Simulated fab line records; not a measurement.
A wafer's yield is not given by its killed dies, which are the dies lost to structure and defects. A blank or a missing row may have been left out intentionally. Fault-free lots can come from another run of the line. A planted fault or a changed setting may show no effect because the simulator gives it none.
Struck lot and sound lot, side by side -- flow sky130 -- 14 steps out of a route of 708
Sound: these wafers, L429.1, L429.4, L429.6. Wafers L444.5, L444.6 were the ones struck. The cause comes at the end.
For every step that has rows: the tool of each side, followed by ch and its chambers, followed by its first start. Under that, the readings that differ: sound wafers -- struck wafers -- difference of the means -- sigmas: that difference in standard deviations of wafers without a fault.
alike: readings whose means differ by less than 2 such deviations, and words and numbers that are the same on both sides. not compared: withheld readings, readings that some wafer has no value for, bounds like >300 that may hide the same value, and numbers for which the record gives no deviation and whose values overlap.
Wherever a step has rows on one side only, a row that says differs or no value, or a row with sigmas, the two part there. Numbers that don't overlap but have no deviation are shown without sigmas and don't part them. A reading missing from all wafers of one side parts the sides only when that side holds two or more wafers.

first, 2 steps without rows for these wafers: SKY_VIA4_PEB_09; SKY_VIA4_DEVELOP_10 (develop time 60 s).
SKY_VIA4_OVL_MEAS_11:
  struck on overlay-01, day 46 21:09; sound on overlay-02, day 42 11:47
  alike: VIA4_OVL
SKY_VIA4_ETCH_12: etches SiO2 in C4F8/O2/Ar, stops on TiN, target depth 580 nm.
  sound on rie diel-02 ch 0,1,2, day 42 11:49; struck on rie diel-02 ch 2,3, day 46 21:12
  alike: oes product au, rf fwd power W
SKY_VIA4_STRIP_13: strips in O2/N2.
  sound on plasma asher-01 ch 0,1, day 42 11:53; struck on plasma asher-03 ch 0,1, day 46 21:18
  alike: drypump motor current A, oes product au, strip time to endpoint s
  not compared: rf hours counter h
then, 3 steps without rows for these wafers: SKY_VIA4_STRIP_14 (strips in post etch residue remover, time 1200 s); SKY_VIA4_CLEAN_15 (cleans in IPA, time 180 s); SKY_VIA4_CLEAN_16 (cleans in O3/DIW).
SKY_VIA4_SPUTTER_17: material TiN, target thk 20 nm, time 80 s.
  struck on pvd sputter-01, day 46 21:52; sound on pvd sputter-02, day 42 12:38
  alike: cathode dc power W, throttle valve pct
SKY_VIA4_CVD_18: deposits W, target thk 505 nm, time 152.14 s.
  sound on cvd w-01 ch 0,1, day 42 12:42; struck on cvd w-02 ch 0,1, day 46 22:00
  alike: heater power w
SKY_VIA4_RS_MEAS_19: a four-point-probe measurement.
  struck on film metro-01, day 46 22:08; sound on film metro-01, day 42 12:51
  alike: VIA4_W_RS
SKY_VIA4_THK_MEAS_20: measures by xrf.
  struck on film metro-01, day 46 22:13; sound on film metro-01, day 42 12:58
  alike: VIA4_W_THK
SKY_VIA4_CMP_21: polishes, stops on SiO2, t overpolish 25 s, target thk 0 nm.
  sound on cmp-01 ch 0,3, day 42 13:02; struck on cmp-02 ch 2,3, day 46 22:26
reading,sound,struck,difference,sigmas
overpolish run s (s),25.001 25.010 25.017,0.032 0.038,-24.974,-99 or more
time to endpoint s (s),109 119 108,186 187,+74,+17
  alike: motor current A, retaining ring pressure frac
SKY_METAL5_SPUTTER_00: material Ti, target thk 15 nm, time 10 s.
  the record holds rows for the sound wafers here (pvd sputter-03, day 42 13:20) but none for the struck ones

WHERE THEY PART
Earliest at SKY_VIA4_CMP_21; latest, in this record, at SKY_METAL5_SPUTTER_00.

WHY: what had been put in by the simulator
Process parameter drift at SKY_VIA4_CMP_21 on cmp-02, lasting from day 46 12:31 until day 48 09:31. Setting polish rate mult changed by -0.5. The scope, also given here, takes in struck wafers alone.
